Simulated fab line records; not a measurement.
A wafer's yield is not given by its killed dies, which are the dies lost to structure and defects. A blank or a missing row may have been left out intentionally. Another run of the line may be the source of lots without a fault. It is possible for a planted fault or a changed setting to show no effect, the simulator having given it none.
Struck lot and sound lot, side by side | flow sky130 | 16 steps out of a route of 708
Sound: the wafers L324.1, L324.2, L324.3. Struck: wafers L334.1, L334.4 (left out: L334.6, a lot-mate that was not struck); the cause follows at the end.
Each step with rows lists, per side, the tool, then ch with its chambers, then its first start. Under that, the readings that differ: sound wafers | struck wafers | difference of the means | sigmas: that difference in standard deviations of wafers without a fault.
alike: readings whose means differ by less than 2 such deviations, and words and numbers that are the same on both sides. not compared: withheld readings, readings that some wafer has no value for, bounds like >300 that may hide the same value, and numbers for which the record gives no deviation and whose values overlap.
A row with sigmas, a row that says differs or no value, or rows on one side alone: a step with any of these is where the two part. Non-overlapping numbers with no deviation appear without sigmas and do not part them. A reading missing from all wafers of one side parts the sides only when that side holds two or more wafers.

first, 2 steps without rows for these wafers: SKY_METAL4_PEB_11; SKY_METAL4_DEVELOP_12 (develop time 60 s).
SKY_METAL4_CD_MEAS_13 targets a cd of 300 nm.
  sound on cd sem-02, day 44 14:23; struck on cd sem-01, day 46 20:58
  alike: cd nm
SKY_METAL4_OVL_MEAS_14:
  sound on overlay-02, day 44 14:30; struck on overlay-01, day 46 21:05
  alike: METAL4_OVL
SKY_METAL4_DESCUM_15: chemistry O2, time 8 s.
  sound on rie metal-04 ch 0,1, day 44 14:32; struck on rie metal-03 ch 1, day 46 21:07
  reading               | sound             | struck      | difference | sigmas
  oes product au (a.u.) | 0.991 1.010 1.000 | 1.030 1.050 | +0.040     | +3
  alike: drypump motor current A, rf fwd power W
  not compared: rf hours counter h
SKY_METAL4_ETCH_16: etches BARC in N2/H2, stops on SiO2, time 88.2 s, target depth 60 nm.
  sound on rie metal-04 ch 0,1, day 44 14:34; struck on rie metal-03 ch 1, day 46 21:09
  alike: drypump motor current A, oes product au, rf fwd power W, throttle valve pct
  not compared: rf hours counter h
SKY_METAL4_ETCH_17: etches SiO2 in C4F8/O2/Ar, stops on TiN, time 3.9 s, target depth 15 nm.
  sound on rie diel-01 ch 0,2,3, day 44 14:40; struck on rie diel-01 ch 1,3, day 46 21:15
  alike: oes product au, rf fwd power W
  not compared: rf hours counter h
SKY_METAL4_METAL_ETCH_18: etches the open film in Cl2/BCl3, stops on SiO2, target depth 845 nm, time 183.1 s.
  sound on rie metal-03 ch 0,1, day 44 14:41; struck on rie metal-01 ch 0,1, day 46 21:16
  reading                | sound                | struck        | difference | sigmas
  throttle valve pct (%) | 22.282 22.265 22.263 | 22.254 22.249 | -0.018     | -2
  alike: drypump motor current A, oes product au, rf fwd power W
  not compared: rf hours counter h
then, 4 steps without rows for these wafers: SKY_METAL4_STRIP_19 (strips in O2/N2); SKY_METAL4_STRIP_20 (strips in post etch residue remover, time 1200 s); SKY_METAL4_CLEAN_21 (cleans in IPA, time 180 s); SKY_METAL4_CLEAN_22 (cleans in O3/DIW).
SKY_VIA4_HDPCVD_00: deposits SiO2, target thk 1750 nm, time 291.7 s.
  sound on hdpcvd-02 ch 0,1,2, day 44 15:28; struck on hdpcvd-01 ch 2, day 46 22:02
  reading                                  | sound          | struck    | difference | sigmas
  model.SiO2_of_VIA4_HDPCVD_00.thk nm (nm) | 1759 1710 1749 | 1037 1029 | -706       |
SKY_VIA4_THK_MEAS_01:
  sound on film metro-01, day 44 15:38; struck on film metro-02, day 46 22:13
  reading              | sound          | struck    | difference | sigmas
  VIA4_HDPCVD_THK (nm) | 1759 1711 1751 | 1038 1028 | -707       | -29
SKY_VIA4_CMP_02: polishes SiO2.
  sound on cmp-02 ch 0,2,3, day 44 16:13; struck on cmp-01 ch 1,2, day 46 22:20
  alike: motor current A, slurry flow ml min
-- the record jumps here: 3 days lie between the struck wafers' starts before and after (it left off in module VIA4 and takes up again in module PAD_OPEN, whose first step shown is number 708 of the route) --
SKY_PAD_OPEN_PROBE_99:
  sound on prober-01, day 48 07:53; struck on prober-01, day 50 05:48
  reading                               | sound                | struck       | difference | sigmas
  model.etest.tester.sort n pass        | 412 411 417          | 227 230      | -185       |
  model.etest.tester.sort yield pct (%) | 83.74 83.54 84.76    | 46.14 46.75  | -37.57     |
  model.etest.tester.sort_bin_3_pct (%) | 1.423 1.22 1.016     | 37.19 35.57  | +35.16     |
  model.etest.met5 comb.leak log10 a um | -12.05 -11.94 -11.71 | -7.046 -7.15 | +4.802     |
  alike: defect limited yield, killed_at_M0_to_M3, killed_at_M4_up, killed at contacts, killed at front end, killed at other, killed dies, killed open, killed short

## WHERE THEY PART
First at SKY_METAL4_DESCUM_15; last, within this record, at SKY_VIA4_THK_MEAS_01. Later steps at which nothing parts them and some readings are alike: SKY_VIA4_CMP_02, SKY_PAD_OPEN_PROBE_99.

WHY: what had been put in by the simulator
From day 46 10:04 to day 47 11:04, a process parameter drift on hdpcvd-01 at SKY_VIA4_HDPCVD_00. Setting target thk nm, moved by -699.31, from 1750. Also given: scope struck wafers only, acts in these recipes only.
